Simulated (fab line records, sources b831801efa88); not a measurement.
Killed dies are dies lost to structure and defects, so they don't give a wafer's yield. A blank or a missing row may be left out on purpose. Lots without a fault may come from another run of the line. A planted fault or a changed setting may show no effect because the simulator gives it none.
Problem report in the 8D (eight disciplines) form, filled by code | flow gf180mcu | the parts of the form that need people (team, actions taken, sign-off) are left out

1. THE PROBLEM
NSD_RS at GF_PSD_RS_MEAS_14 reads a mean of 44.67 ohm/sq on 6 wafers of 2 lots; wafers without a fault read 45.94 ohm/sq with a standard deviation of 0.074. That is -17 standard deviations from the usual mean.
The step: measures by four-point-probe.
First seen on wafer L549.1, day 19 02:53, on film_metro-04. The record holds 33 wafers of 11 lots with a number at this step. Rule for "out", or "out of limits": more than 4 standard deviations from the usual mean. The other wafers with a number count as sound.

2. WHAT IT IS AND WHAT IT IS NOT
question                    | is                           | is not
which readings at this step | NSD_RS                       | -
which lots                  | L549, L551                   | L540, L541, L543, L545, L556, L558, L560, L561, L563
which wafers of those lots  | all that have a number       | -
read on which gauges        | film_metro-01, film_metro-04 | film_metro-03
when                        | from day 19 02:53            | up to then (12 sound wafers); but 15 sound wafers of L556, L558, L560, L561, L563 came after

3. SUSPECTS, AND WHAT RULES EACH OUT
Counting: a tool at a process step up to the reading stays a suspect if it ran every lot that is out and no sound lot after the first of them.
- the gauge at GF_PSD_RS_MEAS_14: ruled out. The wafers that are out were read on 2 gauges (film_metro-01, film_metro-04).
- rie_si-02 at GF_POLY_GATE_ETCH_13 (etches poly-Si in HBr/Cl2, stops on SiO2, target depth 198.5 nm, time 69.6 s): ruled out as a lasting fault. Sound lots L561, L563 ran on it after its first lot that is out, L549 (day 13 02:02).
- implanter-02 at GF_NSD_IMPLANT_09: ruled out as a lasting fault. Sound lots L560, L561, L563 ran on it after its first lot that is out, L549 (day 18 02:07).
Left after counting: nothing in the record.

4. THE CAUSE (what the simulator had put in)
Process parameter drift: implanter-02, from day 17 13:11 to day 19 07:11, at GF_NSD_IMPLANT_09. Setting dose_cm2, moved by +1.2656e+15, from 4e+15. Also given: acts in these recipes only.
Counting ruled it out, wrongly: the rule takes a fault to strike every lot that its tool runs from its start on, and this one did not.

5. THE CHAIN OF EFFECTS, in route order
Each row: a reading whose mean over the struck wafers that have a number lies more than 3 standard deviations from the usual. Only readings for which the record gives a usual standard deviation are gone through. hours: the time from each lot's start at the first step in this table that gives one to its start at this step, as a median over the lots. sigmas: the change in usual standard deviations.
hours | step              | reading                  | usual        | on struck wafers | change | sigmas
0     | GF_NSD_IMPLANT_09 | beam_on_s                | 18.7 s       | 24.2             | +5.6   | +3.3
0     | GF_NSD_IMPLANT_09 | dose_ions_cm2            | 4e+15        | 5e+15            | +1e+15 | +99 or more
0     | GF_NSD_STRIP_11   | strip_time_to_endpoint_s | 23.00 s      | 23.80            | +0.80  | +23
25    | GF_PSD_RS_MEAS_14 | NSD_RS                   | 45.94 ohm/sq | 44.67            | -1.27  | -17
The process steps in it:
- GF_NSD_IMPLANT_09
- GF_NSD_STRIP_11: strips in O2/N2.
Later measuring or inspecting steps at which every struck wafer that the step has a row for has a number for every such reading, and none has moved that far: GF_V1_CD_MEAS_14.

6. WHAT WOULD HAVE CAUGHT IT SOONER
In this record the first reading out of limits at a measuring or inspecting step was taken at day 19 02:53, 38 hours after the fault began at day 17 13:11.
The tool's own readings at GF_NSD_IMPLANT_09 were out on every struck wafer that the step has a row for (dose_ions_cm2): an alarm limit on them would have fired on the first of those.
